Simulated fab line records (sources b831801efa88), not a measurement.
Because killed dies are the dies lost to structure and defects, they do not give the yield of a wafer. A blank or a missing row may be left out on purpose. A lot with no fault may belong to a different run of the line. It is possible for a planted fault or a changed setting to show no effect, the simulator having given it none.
A struck lot beside a sound one :: flow sky130 :: 18 out of 708 route steps
Sound: these wafers, L932.2, L932.4, L932.5. Struck: wafer L933.4; the same lot's L933.5 was not struck, so it is left out; see the end for the cause.
At each step with rows: each side's tool, then ch and its chambers, then its first start. Under that, the readings that differ: sound wafers :: struck wafers :: difference of the means :: sigmas: that difference in standard deviations of wafers without a fault.
alike: same words and numbers on both sides, and readings whose means sit less than 2 such deviations apart. not compared: any withheld reading, any reading some wafer has no value for, any bound like >300 that may hide the same value, and any number with overlapping values for which the record gives no deviation.
A row with sigmas, a row that says differs or no value, or rows on one side alone: a step with any of these is where the two part. Numbers that have no deviation but don't overlap get no sigmas and don't part them. Lack of a reading on every wafer of one side parts them only where that side has two or more wafers.

first, 3 steps without rows for these wafers: SKY_POLY_CUT_EXPOSE_05 (exposes mask NPCM, target cd 270 nm); SKY_POLY_CUT_PEB_06; SKY_POLY_CUT_DEVELOP_07 (develop time 60 s).
SKY_POLY_CUT_CD_MEAS_08: the cd target is 270 nm.
  sound: cd-sem-02 at day 26 17:31; struck: cd-sem-02 at day 27 07:51
  alike: cd-nm
SKY_POLY_CUT_OVL_MEAS_09:
  sound: overlay-02 at day 26 17:37; struck: overlay-02 at day 27 07:56
  alike: POLY_CUT_OVL
SKY_POLY_CUT_ETCH_10: etches BARC in N2/H2, stops on SiO2, time 45.9 s, target depth 60 nm.
  sound on rie-diel-04 ch 0,3, day 26 17:38; struck on rie-diel-02 ch 2, day 27 07:57
  alike: drypump-motor-current-A, oes-product-au, throttle-valve-pct
  not compared: rf-hours-counter-h
SKY_POLY_CUT_ETCH_11: etches Si3N4 in CF4/CH2F2/Ar, stops on poly-Si, time 42.5 s, target depth 60 nm.
  sound on rie-diel-04 ch 0,3, day 26 17:41; struck on rie-diel-02 ch 2, day 27 07:59
  alike: drypump-motor-current-A, mfc-ar-sccm, oes-product-au, throttle-valve-pct
  not compared: rf-hours-counter-h
SKY_POLY_CUT_STRIP_12: strips in O2/N2.
  sound on plasma-asher-01 ch 0,1, day 26 17:44; struck on plasma-asher-02 ch 1, day 27 08:04
  alike: drypump-motor-current-A, oes-product-au, strip-time-to-endpoint-s
  not compared: rf-hours-counter-h
then, 4 steps without rows for these wafers: SKY_SD_P_DEHYDRATE_00 (time 60 s); SKY_SD_P_HMDS_01 (prime time 60 s); SKY_SD_P_COAT_02 (resist thk 1140 nm); SKY_SD_P_SOFTBAKE_03 (time 60 s).
SKY_SD_P_EXPOSE_04: exposes mask PSDM, target cd 380 nm.
  sound on iline-stepper-01 ch 0, day 27 08:49; struck on iline-stepper-02 ch 0, day 27 22:46
  alike: mask
then, 2 steps without rows for these wafers: SKY_SD_P_PEB_05; SKY_SD_P_DEVELOP_06 (develop time 60 s).
SKY_SD_P_CD_MEAS_07: the cd target is 380 nm.
  sound: cd-sem-02 at day 27 23:14; struck: cd-sem-02 at day 28 13:22
reading: cd-nm (nm)
sound: 377.2 377.9 377.7
struck: 360.9
difference: -16.7
sigmas: -7
SKY_SD_P_OVL_MEAS_08:
  sound: overlay-02 at day 27 23:21; struck: overlay-01 at day 28 13:27
reading: SD_P_OVL (nm)
sound: -1.5 -2.4 -1.2
struck: 2.2
difference: +3.9
sigmas: +3
-- here the record skips 20 days between the struck wafers' starts before and after, leaving off in module SD_P and picking up in module PAD_OPEN (first step shown: number 708 of the route) --
SKY_PAD_OPEN_PROBE_99:
  only the struck wafers here have rows in the record (prober-01, day 48 10:59); the sound ones have none

WHERE THEY PART
At SKY_SD_P_CD_MEAS_07 first; at SKY_PAD_OPEN_PROBE_99 last (within this record only).

WHY: what the simulator had put in
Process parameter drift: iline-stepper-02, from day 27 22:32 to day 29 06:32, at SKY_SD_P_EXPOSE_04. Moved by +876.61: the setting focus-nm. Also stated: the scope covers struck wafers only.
